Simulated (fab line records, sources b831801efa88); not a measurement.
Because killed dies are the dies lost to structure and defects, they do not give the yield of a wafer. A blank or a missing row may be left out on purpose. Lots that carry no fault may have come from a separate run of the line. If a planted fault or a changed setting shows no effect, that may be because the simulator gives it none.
2 desks looking at one fault / flow sky130 / numbers are kept per desk, each desk with only its own; the story behind them comes last

== THE TOOL OWNER'S DESK: hdpcvd-02 ==
The tool's own readings at SKY_VIA4_HDPCVD_00 (deposits SiO2, target thk 1750 nm, time 291.7 s): means of the sampled wafers that have a number, for each lot that ran on this tool. If a lot's mean is further than 4 standard deviations from the usual mean, the lot is out of limits and carries the mark OUT (the distance appears in the brackets).
Columns: A = sih4_flow_sccm at SKY_VIA4_HDPCVD_00, usual 59.99 sccm
lot=L785; first seen here=day 43 14:11; A=60.12
lot=L787; first seen here=day 43 20:55; A=60.16
lot=L788; first seen here=day 44 06:25; A=60.00
lot=L789; first seen here=day 44 14:41; A=59.96
lot=L790; first seen here=day 44 16:58; A=69.87 (+58) OUT
lot=L791; first seen here=day 44 22:49; A=70.04 (+59) OUT
lot=L795; first seen here=day 46 14:49; A=70.04 (+59) OUT
This desk's finding: out of limits on L790, L791, L795; first on L790, day 44 16:58 (sih4_flow_sccm at SKY_VIA4_HDPCVD_00). L785, L787, L788, L789 stayed within limits.

== THE METROLOGY DESK ==
What the gauges read, lot by lot, whatever tool the lot ran on: means of the sampled wafers that have a number. If a lot's mean is further than 4 standard deviations from the usual mean, the lot is out of limits and carries the mark OUT (the distance appears in the brackets).
Columns: A = CAP2M_TIN_THK at SKY_CAP2M_THK_MEAS_04, usual 198.3 nm; B = VIA4_HDPCVD_THK at SKY_VIA4_THK_MEAS_01, usual 1763 nm
lot=L781; first seen here=day 40 06:40; A=201.5; B=1748
lot=L785; first seen here=day 41 14:16; A=198.2; B=1762
lot=L787; first seen here=day 41 21:22; A=192.8; B=1776
lot=L788; first seen here=day 42 08:33; A=201.6; B=1773
lot=L789; first seen here=day 42 15:37; A=194.6; B=1788
lot=L790; first seen here=day 42 18:12; A=195.0; B=2043 (+19) OUT
lot=L791; first seen here=day 43 00:49; A=198.7; B=2044 (+19) OUT
lot=L792; first seen here=day 43 06:58; A=196.5; B=1748
lot=L793; first seen here=day 43 20:11; A=198.6; B=1755
lot=L795; first seen here=day 44 18:44; A=200.3; B=2039 (+18) OUT
lot=L800; first seen here=day 45 23:08; A=197.8; B=1752
lot=L802; first seen here=day 46 14:17; A=199.2; B=1763
Finding of this desk: L790, L791, L795 out of limits, first seen on L790 at day 44 17:09 (VIA4_HDPCVD_THK at SKY_VIA4_THK_MEAS_01). L781, L785, L787, L788, L789, L792, L793, L800, L802 stayed within limits.

== PUT TOGETHER ==
An alarm could have come from the tool owner's desk at day 44 16:58, on L790, L791, L795.
An alarm was possible from the metrology desk at day 44 17:09, on L790, L791, L795.
The lots listed all ran SKY_VIA4_HDPCVD_00 on hdpcvd-02.

== WHAT WAS PUT IN BY THE SIMULATOR ==
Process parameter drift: hdpcvd-02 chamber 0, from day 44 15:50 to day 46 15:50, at SKY_VIA4_HDPCVD_00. Setting sih4_flow_sccm, moved by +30, from 60. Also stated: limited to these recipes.
Shown lots that were struck: L790, L791, L795.
Time in hours from fault onset to the first out-of-limits reading at each desk: tool owner's desk 1, metrology desk 1.
